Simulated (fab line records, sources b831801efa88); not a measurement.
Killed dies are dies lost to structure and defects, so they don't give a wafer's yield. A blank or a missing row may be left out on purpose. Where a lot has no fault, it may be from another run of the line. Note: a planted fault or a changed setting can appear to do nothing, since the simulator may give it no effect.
A struck lot beside a sound one -- flow sky130 -- 31 steps out of a route of 708
Sound: the wafers L953.1, L953.2, L953.6. Struck: wafers L946.3, L946.5 (left out: L946.4, a lot-mate that was not struck); the cause follows at the end.
For every step that has rows: the tool of each side, followed by ch and its chambers, followed by its first start. Under that, the readings that differ: sound wafers -- struck wafers -- difference of the means -- sigmas: that difference in standard deviations of wafers without a fault.
alike: words and numbers the same on both sides, and readings whose means are apart by under 2 such deviations; not compared: readings that were withheld, readings missing a value for some wafer, numbers with overlapping values and no deviation given by the record, and bounds like >300 which may hide the same value.
The two part at a step that has a row with sigmas, a row that says differs or no value, or rows on one side only. Non-overlapping numbers with no deviation appear without sigmas and do not part them. Lack of a reading on every wafer of one side parts them only where that side has two or more wafers.

first, 5 steps without rows for these wafers: SKY_VIA1_STRIP_17 (strips in post etch residue remover, time 1200 s); SKY_VIA1_CLEAN_18 (cleans in IPA, time 180 s); SKY_VIA1_CLEAN_19 (cleans in O3/DIW); SKY_VIA1_SPUTTER_20 (material TiN, target thk 20 nm, time 80 s); SKY_VIA1_CVD_21 (deposits W, target thk 270 nm, time 80.902 s).
SKY_VIA1_RS_MEAS_22: measurement is done with a four-point probe.
  sound: film-metro-02 at day 38 00:49; struck: film-metro-01 at day 36 02:50
  alike: VIA1_W_RS
SKY_VIA1_THK_MEAS_23: measures by xrf.
  sound: film-metro-02 at day 38 00:56; struck: film-metro-01 at day 36 02:56
  alike: VIA1_W_THK
then, 1 step without rows for these wafers: SKY_VIA1_CMP_24 (polishes, stops on SiO2, t overpolish 15 s, target thk 0 nm).
SKY_METAL2_SPUTTER_00: material Ti, target thk 15 nm, time 10 s.
  sound: pvd-sputter-01 at day 38 01:17; struck: pvd-sputter-03 at day 36 03:17
  alike: throttle-valve-pct
then, 1 step without rows for these wafers: SKY_METAL2_SPUTTER_01 (material TiN, target thk 20 nm, time 16.7 s).
SKY_METAL2_SPUTTER_02: material AlCu, target thk 250 nm, time 13.3 s.
  sound: pvd-sputter-01 at day 38 01:20; struck: pvd-sputter-03 at day 36 03:19
  alike: throttle-valve-pct
SKY_METAL2_SPUTTER_03: material Ti, target thk 5 nm, time 3.3 s.
  sound: pvd-sputter-01 at day 38 01:22; struck: pvd-sputter-03 at day 36 03:21
  alike: throttle-valve-pct
SKY_METAL2_SPUTTER_04: material TiN, target thk 70 nm, time 58.3 s.
  sound: pvd-sputter-01 at day 38 01:23; struck: pvd-sputter-03 at day 36 03:22
reading,sound,struck,difference,sigmas
model.TiN_of_METAL2_SPUTTER_04.thk-nm (nm),70.44 69.95 69.64,71.71 71.5,+1.59,
  alike: throttle-valve-pct
SKY_METAL2_RS_MEAS_05: measurement is done with a four-point probe.
  sound: film-metro-01 at day 38 01:26; struck: film-metro-04 at day 36 03:28
  alike: METAL2_ALCU_RS
SKY_METAL2_THK_MEAS_06: measures by xrf.
  sound: film-metro-01 at day 38 01:34; struck: film-metro-04 at day 36 03:34
  alike: METAL2_ALCU_THK
then, 8 steps without rows for these wafers: SKY_METAL2_DEHYDRATE_07 (time 60 s); SKY_METAL2_HMDS_08 (prime time 60 s); SKY_METAL2_COAT_09 (resist thk 60 nm); SKY_METAL2_COAT_10 (resist thk 450 nm); SKY_METAL2_SOFTBAKE_11 (time 90 s); SKY_METAL2_EXPOSE_12 (exposes mask MM2, target cd 140 nm); SKY_METAL2_PEB_13; SKY_METAL2_DEVELOP_14 (develop time 60 s).
SKY_METAL2_CD_MEAS_15 targets a cd of 140 nm.
  sound: cd-sem-01 at day 39 02:34; struck: cd-sem-02 at day 37 05:46
  alike: cd-nm
SKY_METAL2_OVL_MEAS_16:
  sound: overlay-01 at day 39 02:41; struck: overlay-02 at day 37 05:52
  alike: METAL2_OVL
then, 1 step without rows for these wafers: SKY_METAL2_DESCUM_17 (chemistry O2, time 8 s).
SKY_METAL2_ETCH_18: etches BARC in N2/H2, stops on SiO2, time 45.9 s, target depth 60 nm.
  sound on rie-metal-03 ch 0,1, day 39 02:46; struck on rie-metal-04 ch 0,1, day 37 05:56
  alike: drypump-motor-current-A, n2-flow-sccm, oes-product-au, rf-fwd-power-W, throttle-valve-pct
  not compared: rf-hours-counter-h
SKY_METAL2_METAL_ETCH_19: etches the open film in Cl2/BCl3, stops on SiO2, target depth 360 nm, time 78 s.
  sound on rie-metal-03 ch 0,1, day 39 02:49; struck on rie-metal-04 ch 0,1, day 37 06:01
reading,sound,struck,difference,sigmas
oes-product-au (a.u.),0.863 0.855 0.846,0.872 0.870,+0.016,+3
  alike: drypump-motor-current-A, rf-fwd-power-W, throttle-valve-pct
  not compared: rf-hours-counter-h
then, 1 step without rows for these wafers: SKY_METAL2_STRIP_20 (strips in O2/N2).
SKY_METAL2_STRIP_21: strips in post etch residue remover, time 1200 s.
  sound on wet-bench-03 ch 0, day 39 03:01; struck on wet-bench-03 ch 1, day 37 06:10
reading,sound,struck,difference,sigmas
model.TiN_of_METAL2_SPUTTER_04.thk-nm (nm),70.01 69.53 69.21,71.29 71.09,+1.61,
then, 1 step without rows for these wafers: SKY_METAL2_CLEAN_22 (cleans in IPA, time 180 s).

## WHERE THEY PART
At SKY_METAL2_METAL_ETCH_19 and nowhere else, as far as this record goes.

WHY: whatever the simulator had introduced
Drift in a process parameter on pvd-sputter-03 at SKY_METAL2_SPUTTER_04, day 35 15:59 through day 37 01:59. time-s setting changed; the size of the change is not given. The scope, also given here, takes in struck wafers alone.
